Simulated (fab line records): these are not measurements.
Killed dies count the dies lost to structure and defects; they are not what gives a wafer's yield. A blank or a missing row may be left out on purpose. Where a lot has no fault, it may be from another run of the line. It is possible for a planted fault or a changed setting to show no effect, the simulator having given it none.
Matching of chambers + flow sfq-line + SFQ_TRILAYER_I1_CMP_CMP_046 on cmp-02 has 4 sister chambers
The step polishes SiO2. 18 wafers are shown with their chamber, then 9 later ones without.

WAFERS WITH THEIR CHAMBER
| wafer  | chamber | motor-current-A (A) | time-to-endpoint-s (s) |
|--------|---------|---------------------|------------------------|
| L658.1 | 1       | 10.2                | 229                    |
| L658.3 | 2       | 11.4                | 215                    |
| L658.5 | 0       | 11.1                | 231                    |
| L659.2 | 1       | 10.2                | 222                    |
| L659.4 | 0       | 11.2                | 221                    |
| L659.5 | 0       | 11.0                | 224                    |
| L660.1 | 1       | 10.3                | 226                    |
| L660.3 | 3       | 10.7                | 208                    |
| L660.4 | 0       | 11.4                | 222                    |
| L663.1 | 0       | 11.8                | 216                    |
| L663.4 | 1       | 9.9                 | 228                    |
| L663.5 | 1       | 9.8                 | 228                    |
| L666.1 | 0       | 11.1                | 204                    |
| L666.2 | 2       | 12.0                | 206                    |
| L666.4 | 3       | 10.5                | 203                    |
| L670.2 | 2       | 10.8                | 220                    |
| L670.3 | 1       | 10.6                | 234                    |
| L670.6 | 3       | 10.8                | 225                    |

SIGNATURES, as means of the wafers listed above
| reading            | chamber 0 | chamber 1 | chamber 2 | chamber 3 | scatter within a chamber |
|--------------------|-----------|-----------|-----------|-----------|--------------------------|
| motor-current-A    | 11.267    | 10.167    | 11.400    | 10.667    | 0.339                    |
| time-to-endpoint-s | 219.67    | 227.83    | 213.67    | 212.00    | 7.82                     |
Rule: for a wafer and a chamber, the distance is found by dividing, reading by reading, the gap between the wafer's reading and the chamber's mean by the reading's scatter, squaring, summing and taking the root. If the next closest chamber is less than 2 further off than the closest, the wafer can't be placed; otherwise it belongs to the closest. The scatter: take each reading less its chamber's mean, square it, sum over the shown wafers, divide by the number of wafers less the number of chambers, and take the root.

WAFERS WITH NO CHAMBER GIVEN
| wafer  | motor-current-A (A) | time-to-endpoint-s (s) |
|--------|---------------------|------------------------|
| L672.2 | 11.0                | 204                    |
| L672.3 | 10.4                | 208                    |
| L672.6 | 11.0                | 225                    |
| L678.1 | 11.3                | 227                    |
| L678.2 | 11.0                | 225                    |
| L678.3 | 10.3                | 231                    |
| L679.3 | 10.1                | 225                    |
| L679.4 | 10.9                | 211                    |
| L679.6 | 10.4                | 231                    |

EACH ONE'S CHAMBER
| wafer  | from the rows above               | in truth |
|--------|-----------------------------------|----------|
| L672.2 | can't be placed: 3 or 2 or 0      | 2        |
| L672.3 | can't be placed: 3 or 1           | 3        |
| L672.6 | can't be placed: 0 or 2 or 3 or 1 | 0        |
| L678.1 | can't be placed: 0 or 2 or 3      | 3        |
| L678.2 | can't be placed: 0 or 2 or 3 or 1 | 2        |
| L678.3 | 1                                 | 1        |
| L679.3 | can't be placed: 1 or 3           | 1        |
| L679.4 | can't be placed: 3 or 2 or 0      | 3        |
| L679.6 | can't be placed: 1 or 3           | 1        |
1 of 9 placed correctly. These rows do not allow placing 8 (true chamber among the candidates in 8). Wrongly placed: 0.
